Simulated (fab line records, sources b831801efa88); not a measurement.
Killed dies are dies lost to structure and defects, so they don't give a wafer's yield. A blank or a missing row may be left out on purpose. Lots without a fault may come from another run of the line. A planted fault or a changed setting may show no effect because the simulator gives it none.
Chamber matching | flow gf180mcu | GF_V4_ETCH_16 on rie_diel-03: 4 sister chambers
The step etches BARC in N2/H2. 14 wafers are shown with their chamber, then 7 later ones without.

WAFERS WITH THEIR CHAMBER
wafer  | chamber | drypump_motor_current_A (A) | throttle_valve_pct (%) | oes_product_au (a.u.)
L302.1 | 0       | 5.8                         | 13.223                 | 0.856
L302.5 | 1       | 5.0                         | 13.242                 | 0.857
L302.6 | 0       | 5.8                         | 13.222                 | 0.850
L303.2 | 2       | 4.9                         | 13.234                 | 0.855
L303.3 | 3       | 5.7                         | 13.233                 | 0.854
L303.5 | 3       | 5.7                         | 13.219                 | 0.852
L304.2 | 2       | 4.9                         | 13.239                 | 0.853
L304.3 | 1       | 5.1                         | 13.228                 | 0.853
L304.4 | 0       | 5.8                         | 13.235                 | 0.846
L309.2 | 3       | 5.7                         | 13.230                 | 0.854
L309.4 | 3       | 5.7                         | 13.226                 | 0.860
L309.6 | 0       | 5.8                         | 13.223                 | 0.857
L313.3 | 3       | 5.7                         | 13.230                 | 0.857
L313.5 | 3       | 5.7                         | 13.227                 | 0.853

SIGNATURES (means of the wafers above)
reading                 | chamber 0 | chamber 1 | chamber 2 | chamber 3 | scatter within a chamber
drypump_motor_current_A | 5.800     | 5.050     | 4.900     | 5.700     | 0.0224
throttle_valve_pct      | 13.22575  | 13.23500  | 13.23650  | 13.22750  | 0.00585
oes_product_au          | 0.85225   | 0.85500   | 0.85400   | 0.85500   | 0.00367
Rule: a wafer's distance from a chamber is the root of the sum, over the readings, of the square of ((its reading less the chamber's mean) divided by the reading's scatter). The wafer belongs to the nearest chamber; if the next one is less than 2 further off, it can't be placed. The scatter: the root of (the sum of the squares of (reading less its chamber's mean) over the shown wafers, divided by (wafers less chambers)).

WAFERS WITHOUT THEIR CHAMBER
wafer  | drypump_motor_current_A (A) | throttle_valve_pct (%) | oes_product_au (a.u.)
L313.6 | 4.9                         | 13.231                 | 0.846
L318.3 | 5.8                         | 13.228                 | 0.848
L318.4 | 5.6                         | 13.225                 | 0.854
L318.5 | 4.9                         | 13.214                 | 0.855
L322.1 | 5.0                         | 13.220                 | 0.855
L322.3 | 4.9                         | 13.246                 | 0.852
L322.5 | 4.9                         | 13.237                 | 0.860

WHICH CHAMBER EACH WENT THROUGH
wafer  | from the rows above     | in truth
L313.6 | 2                       | 2
L318.3 | 0                       | 0
L318.4 | 3                       | 3
L318.5 | 2                       | 2
L322.1 | can't be placed: 1 or 2 | 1
L322.3 | 2                       | 2
L322.5 | 2                       | 2
Placed correctly: 6 of 7. Can't be placed from these rows: 1 (the true chamber is among the candidates in 1). Placed wrongly: 0.
